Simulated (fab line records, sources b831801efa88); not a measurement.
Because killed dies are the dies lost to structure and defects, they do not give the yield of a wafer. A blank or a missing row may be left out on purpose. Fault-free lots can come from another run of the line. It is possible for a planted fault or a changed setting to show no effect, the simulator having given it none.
Comparing a struck lot with a sound one -- flow sky130 -- 15 out of 708 route steps
Sound: the wafers L956.2, L956.4, L956.6. The struck wafers were L945.1, L945.3, L945.6. The cause is named last.
Order at every step that has rows: each side's tool, ch and its chambers, its first start. Under that, the readings that differ: sound wafers -- struck wafers -- difference of the means -- sigmas: that difference in standard deviations of wafers without a fault.
alike: words and numbers the same on both sides, and readings whose means are apart by under 2 such deviations; not compared: readings that were withheld, readings missing a value for some wafer, numbers with overlapping values and no deviation given by the record, and bounds like >300 which may hide the same value.
The two part at a step that has a row with sigmas, a row that says differs or no value, or rows on one side only. When numbers do not overlap yet have no deviation, they are printed without sigmas and do not part them. A reading missing from all wafers of one side parts the sides only when that side holds two or more wafers.

first, 3 steps without rows for these wafers: SKY_SONOS_ONO_WET_ETCH_18 (etches Si3N4 in H3PO4, target depth 15 nm, time 172 s); SKY_GATE_OXIDE_CLEAN_00 (cleans in SC1/SC2, time 150 s); SKY_GATE_OXIDE_OXIDATION_01 (stabilise 600 s, purge 300 s, target thk 10.268 nm).
SKY_GATE_OXIDE_THK_MEAS_02:
  sound on film metro-04 at day 18 05:32; struck on film metro-04 at day 14 18:17
  alike: GATE_OXIDE_OXIDATION_00_THK
then, 7 steps without rows for these wafers: SKY_GATE_OXIDE_DEHYDRATE_03 (time 60 s); SKY_GATE_OXIDE_HMDS_04 (prime time 60 s); SKY_GATE_OXIDE_COAT_05 (resist thk 1140 nm); SKY_GATE_OXIDE_SOFTBAKE_06 (time 60 s); SKY_GATE_OXIDE_EXPOSE_07 (exposes mask LVOM, target cd 600 nm); SKY_GATE_OXIDE_PEB_08; SKY_GATE_OXIDE_DEVELOP_09 (develop time 60 s).
SKY_GATE_OXIDE_OVL_MEAS_10:
  sound on overlay-02 at day 19 11:11; struck on overlay-02 at day 15 21:23
  alike: GATE_OXIDE_OVL
SKY_GATE_OXIDE_IMPLANT_11:
  sound on implanter-03 ch 0, day 19 11:14; struck on implanter-04 ch 0, day 15 21:25
reading,sound,struck,difference,sigmas
beam energy keV,10.000 9.998 9.997,8.469 8.471 8.472,-1.528,-99 or more
model.implant.rp nm (nm),32.59 32.59 32.59,28.26 28.26 28.26,-4.33,
model.implant.drp nm (nm),17.11 17.11 17.11,15.24 15.24 15.24,-1.87,
  alike: dose ions cm2
then, 1 step without rows for these wafers: SKY_GATE_OXIDE_WET_ETCH_12 (etches SiO2 in dHF, target depth 16.8 nm, time 336 s).
-- record jumps: 31 days separate the struck wafers' starts on either side; left off in module GATE_OXIDE, taken up again in module PAD_OPEN, whose first shown step is the route's number 708 --
SKY_PAD_OPEN_PROBE_99:
  sound on prober-02 at day 49 15:27; struck on prober-01 at day 47 06:37
reading,sound,struck,difference,sigmas
model.etest.pfet_01v8_lvt.drive ua um,176.7 176.4 178.2,171.1 168.1 170.4,-7.2,
model.etest.pfet_01v8_lvt.off log10 a um,-8.67 -8.609 -8.533,-9.539 -9.648 -9.749,-1.041,
model.etest.pfet_01v8_lvt.vt sat v (V),-0.4147 -0.4139 -0.4197,-0.478 -0.4811 -0.4833,-0.065,
model.etest.pfet_01v8_lvt.vt v (V),-0.5101 -0.5096 -0.5171,-0.5601 -0.5626 -0.5657,-0.0505,
model.etest.pfet_01v8_lvt.vt long v (V),-0.6345 -0.6346 -0.639,-0.6751 -0.6792 -0.678,-0.0414,
model.etest.nfet_01v8_lvt.vt long v (V),0.4462 0.4413 0.4346,0.4534 0.4559 0.4507,+0.0126,
model.etest.pfet_01v8_lvt.body rise v (V),-0.2063 -0.2063 -0.2031,-0.1992 -0.2019 -0.1995,+0.0050,
model.etest.pfet_01v8.body rise v (V),-0.1877 -0.189 -0.1852,-0.1958 -0.1958 -0.1923,-0.0073,
  alike: killed_at_M0_to_M3, killed_at_M4_up, killed at contacts, killed at front end, killed at other, killed dies, killed open, killed short

WHERE THEY PART
Only at SKY_GATE_OXIDE_IMPLANT_11, as far as this record shows. Later steps at which nothing parts them and some readings are alike: SKY_PAD_OPEN_PROBE_99.

WHY: the cause the simulator had injected
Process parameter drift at SKY_GATE_OXIDE_IMPLANT_11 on implanter-04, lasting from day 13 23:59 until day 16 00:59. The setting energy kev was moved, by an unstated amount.
